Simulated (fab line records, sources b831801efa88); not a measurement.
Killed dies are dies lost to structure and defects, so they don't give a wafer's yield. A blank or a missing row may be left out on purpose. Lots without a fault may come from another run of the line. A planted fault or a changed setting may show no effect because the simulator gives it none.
Problem report in the 8D (eight disciplines) form, filled by code | flow gf180mcu | the parts of the form that need people (team, actions taken, sign-off) are left out

1. THE PROBLEM
V4_W_RS at GF_V4_RS_MEAS_24 reads a mean of 0.186 ohm/sq on 2 wafers of 1 lot; wafers without a fault read 0.330 ohm/sq with a standard deviation of 0.004. That is -36 standard deviations from the usual mean.
The step: measures by four-point-probe.
First seen on wafer L105.2, day 30 07:17, on film_metro-01. The record holds 33 wafers of 11 lots with a number at this step. Rule for "out", or "out of limits": more than 4 standard deviations from the usual mean. The other wafers with a number count as sound.

2. WHAT IT IS AND WHAT IT IS NOT
question                    | is                | is not
which readings at this step | V4_W_RS           | -
which lots                  | L105              | L100, L986, L989, L990, L991, L993, L994, L995, L996, L999
which wafers of those lots  | L105.2, L105.3    | L105.4
read on which gauges        | film_metro-01     | film_metro-02, film_metro-03
when                        | from day 30 07:17 | up to then (31 sound wafers)

3. SUSPECTS, AND WHAT RULES EACH OUT
Counting: a tool at a process step up to the reading stays a suspect if it ran every lot that is out. Sound lots after the first of them don't rule it out here, since some wafers of a struck lot are sound.
- the gauge at GF_V4_RS_MEAS_24: ruled out. All the wafers that are out were read on film_metro-01, but those of them that GF_V4_CMP_26 has rows for are out there too, on other tools.
- plasma_asher-01 at GF_V4_STRIP_18 (strips in O2/N2): kept. It ran the lot that is out, L105 (day 30 06:31); its last sound lot up to then is L996 (day 27 22:14).
- cvd_w-02 at GF_V4_CVD_23 (deposits W, target thk 350 nm, time 104.9 s): kept. It ran the lot that is out, L105 (day 30 07:09); its last sound lot up to then is L999 (day 28 15:19).
- Within plasma_asher-01 at GF_V4_STRIP_18: the wafers that are out ran in chamber 1; their sound lot-mates ran in chamber 0.
- Within cvd_w-02 at GF_V4_CVD_23: the wafers that are out ran in chamber 1; their sound lot-mates ran in chamber 0.
Left after counting: plasma_asher-01 at GF_V4_STRIP_18, cvd_w-02 at GF_V4_CVD_23.

4. THE CAUSE (what the simulator had put in)
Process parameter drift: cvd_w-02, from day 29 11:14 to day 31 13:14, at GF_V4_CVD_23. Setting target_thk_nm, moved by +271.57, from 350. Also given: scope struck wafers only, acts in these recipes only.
Counting left 2 suspects, and this tool is among them.

5. THE CHAIN OF EFFECTS, in route order
Each row: a reading whose mean over the struck wafers that have a number lies more than 3 standard deviations from the usual. Only readings for which the record gives a usual standard deviation are gone through. hours: the time from each lot's start at the first step in this table that gives one to its start at this step, as a median over the lots. sigmas: the change in usual standard deviations.
hours | step             | reading            | usual        | on struck wafers | change | sigmas
0     | GF_V4_RS_MEAS_24 | V4_W_RS            | 0.330 ohm/sq | 0.186            | -0.144 | -36
0     | GF_V4_CMP_26     | time_to_endpoint_s | 84 s         | 145              | +61    | +20
The process steps in it:
- GF_V4_CMP_26: polishes, stops on SiO2, t overpolish 15 s, target thk 0 nm.
Readings that are blank on the struck wafers while sound wafers have them: V4_W_THK at GF_V4_THK_MEAS_25.

6. WHAT WOULD HAVE CAUGHT IT SOONER
In this record the first reading out of limits at a measuring or inspecting step was taken at day 30 07:17, 20 hours after the fault began at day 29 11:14.
Of the tool readings at GF_V4_CVD_23 for which the record gives a usual standard deviation, none was out on any struck wafer, so an alarm limit of 4 standard deviations on them would not have fired.
All the lots that are out (1) had begun GF_V4_CVD_23 on cvd_w-02 by day 30 07:17. A hold on the tool at that time would have spared none of them.
